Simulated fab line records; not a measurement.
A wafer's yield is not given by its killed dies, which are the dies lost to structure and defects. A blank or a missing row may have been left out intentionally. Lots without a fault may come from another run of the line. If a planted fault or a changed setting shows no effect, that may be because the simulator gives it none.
Which tool did it? || flow sky130 || Sampling: 10 lots, 30 wafers, 5 of 708 route steps

== WHAT EACH GAUGE READ, for each wafer ==
SKY_LI_CONTACT_RS_MEAS_22: uses a four-point probe to measure.
{"lot": "L143", "measured": "day 29 05:57", "on": "film_metro-03", "LI_CONTACT_W_RS (ohm/sq)": "0.284 0.285 0.283"}
{"lot": "L144", "measured": "day 29 23:20", "on": "film_metro-04", "LI_CONTACT_W_RS (ohm/sq)": "0.284 0.287 0.283"}
{"lot": "L146", "measured": "day 31 01:19", "on": "film_metro-04", "LI_CONTACT_W_RS (ohm/sq)": "0.220 0.218 0.284"}
{"lot": "L155", "measured": "day 33 17:42", "on": "film_metro-02", "LI_CONTACT_W_RS (ohm/sq)": "0.285 0.274 0.278"}
{"lot": "L156", "measured": "day 34 01:25", "on": "film_metro-03", "LI_CONTACT_W_RS (ohm/sq)": "0.281 0.286 0.288"}
{"lot": "L158", "measured": "day 34 16:49", "on": "film_metro-04", "LI_CONTACT_W_RS (ohm/sq)": "0.283 0.283 0.282"}
{"lot": "L160", "measured": "day 35 05:25", "on": "film_metro-03", "LI_CONTACT_W_RS (ohm/sq)": "0.286 0.286 0.283"}
{"lot": "L163", "measured": "day 35 17:31", "on": "film_metro-03", "LI_CONTACT_W_RS (ohm/sq)": "0.279 0.279 0.285"}
{"lot": "L164", "measured": "day 36 05:14", "on": "film_metro-02", "LI_CONTACT_W_RS (ohm/sq)": "0.283 0.285 0.284"}
{"lot": "L165", "measured": "day 36 22:10", "on": "film_metro-03", "LI_CONTACT_W_RS (ohm/sq)": "0.282 0.281 0.283"}

== WHICH TOOL RAN EACH LOT (tool, then ch and the chambers of the sampled wafers, then the start) ==
{"lot": "L143", "SKY_LI_CONTACT_CMP_02": "cmp-02 ch 0,2,3, day 27 23:58", "SKY_LI_CONTACT_ETCH_14": "rie_diel-04 ch 0,1, day 29 05:12", "SKY_LI_CONTACT_ETCH_15": "rie_diel-04 ch 0,1, day 29 05:15", "SKY_LI_CONTACT_CVD_21": "cvd_w-01 ch 0,1, day 29 05:49"}
{"lot": "L144", "SKY_LI_CONTACT_CMP_02": "cmp-02 ch 1,2,3, day 28 18:04", "SKY_LI_CONTACT_ETCH_14": "rie_diel-02 ch 1,2,3, day 29 22:36", "SKY_LI_CONTACT_ETCH_15": "rie_diel-02 ch 1,2,3, day 29 22:39", "SKY_LI_CONTACT_CVD_21": "cvd_w-01 ch 0,1, day 29 23:13"}
{"lot": "L146", "SKY_LI_CONTACT_CMP_02": "cmp-01 ch 2,3, day 29 20:29", "SKY_LI_CONTACT_ETCH_14": "rie_diel-01 ch 0,1,2, day 31 00:35", "SKY_LI_CONTACT_ETCH_15": "rie_diel-01 ch 0,1,2, day 31 00:38", "SKY_LI_CONTACT_CVD_21": "cvd_w-01 ch 0,1, day 31 01:10"}
{"lot": "L155", "SKY_LI_CONTACT_CMP_02": "cmp-01 ch 0,1,3, day 32 14:21", "SKY_LI_CONTACT_ETCH_14": "rie_diel-02 ch 1,2,3, day 33 17:01", "SKY_LI_CONTACT_ETCH_15": "rie_diel-02 ch 1,2,3, day 33 17:04", "SKY_LI_CONTACT_CVD_21": "cvd_w-02 ch 0,1, day 33 17:35"}
{"lot": "L156", "SKY_LI_CONTACT_CMP_02": "cmp-02 ch 1,2, day 32 21:31", "SKY_LI_CONTACT_ETCH_14": "rie_diel-02 ch 0,1, day 34 00:41", "SKY_LI_CONTACT_ETCH_15": "rie_diel-02 ch 0,1, day 34 00:44", "SKY_LI_CONTACT_CVD_21": "cvd_w-02 ch 0,1, day 34 01:17"}
{"lot": "L158", "SKY_LI_CONTACT_CMP_02": "cmp-02 ch 0,1,2, day 33 13:07", "SKY_LI_CONTACT_ETCH_14": "rie_diel-04 ch 1,3, day 34 16:07", "SKY_LI_CONTACT_ETCH_15": "rie_diel-04 ch 1,3, day 34 16:10", "SKY_LI_CONTACT_CVD_21": "cvd_w-01 ch 0,1, day 34 16:41"}
{"lot": "L160", "SKY_LI_CONTACT_CMP_02": "cmp-01 ch 0,1,3, day 34 01:19", "SKY_LI_CONTACT_ETCH_14": "rie_diel-01 ch 2,3, day 35 04:41", "SKY_LI_CONTACT_ETCH_15": "rie_diel-01 ch 2,3, day 35 04:44", "SKY_LI_CONTACT_CVD_21": "cvd_w-01 ch 0,1, day 35 05:17"}
{"lot": "L163", "SKY_LI_CONTACT_CMP_02": "cmp-01 ch 0,1,2, day 34 13:46", "SKY_LI_CONTACT_ETCH_14": "rie_diel-01 ch 0,2,3, day 35 16:49", "SKY_LI_CONTACT_ETCH_15": "rie_diel-01 ch 0,2,3, day 35 16:52", "SKY_LI_CONTACT_CVD_21": "cvd_w-02 ch 0,1, day 35 17:23"}
{"lot": "L164", "SKY_LI_CONTACT_CMP_02": "cmp-02 ch 0,1,2, day 35 01:53", "SKY_LI_CONTACT_ETCH_14": "rie_diel-01 ch 1,2, day 36 04:34", "SKY_LI_CONTACT_ETCH_15": "rie_diel-01 ch 1,2, day 36 04:36", "SKY_LI_CONTACT_CVD_21": "cvd_w-01 ch 0,1, day 36 05:07"}
{"lot": "L165", "SKY_LI_CONTACT_CMP_02": "cmp-01 ch 1,2,3, day 35 18:57", "SKY_LI_CONTACT_ETCH_14": "rie_diel-01 ch 0,1,3, day 36 21:28", "SKY_LI_CONTACT_ETCH_15": "rie_diel-01 ch 0,1,3, day 36 21:31", "SKY_LI_CONTACT_CVD_21": "cvd_w-01 ch 0,1, day 36 22:02"}
- SKY_LI_CONTACT_CMP_02: polishes PSG.
- SKY_LI_CONTACT_ETCH_14: etches BARC in N2/H2, stops on SiO2, time 45.9 s, target depth 60 nm.
- SKY_LI_CONTACT_ETCH_15: etches PSG in C4F8/O2/Ar, stops on Si, target depth 600 nm.
- SKY_LI_CONTACT_CVD_21: deposits W, target thk 400 nm, time 120.56 s.

== THE ANSWER, worked out from the rows above alone ==
Rule: usual is defined by the lots themselves. Put in order of their means at a reading, lots are off if they are a third of the lots or fewer, leave a main group of 4 or more, and stand apart from it by a gap of 3 or more times the standard deviation of the main group's means; of several such gaps the widest counts. If all means in a main group match to the digits the tables above print for the reading, that group is not used. Also off: a lot with no number at a reading for which 4 or more lots have one. All remaining lots with rows at the step are treated as sound.
Off: L146, seen at SKY_LI_CONTACT_RS_MEAS_22 (LI_CONTACT_W_RS). The main group has a mean of 0.283 ohm/sq with a standard deviation of 0.0019.
If a tool, at a process step before that reading, ran all the lots that are off and no sound lot after the first of them, it fits. Those tools and the gauges at SKY_LI_CONTACT_RS_MEAS_22 are tried in the same way. No candidate that was tried fits.

== WHAT THE SIMULATOR PUT IN ==
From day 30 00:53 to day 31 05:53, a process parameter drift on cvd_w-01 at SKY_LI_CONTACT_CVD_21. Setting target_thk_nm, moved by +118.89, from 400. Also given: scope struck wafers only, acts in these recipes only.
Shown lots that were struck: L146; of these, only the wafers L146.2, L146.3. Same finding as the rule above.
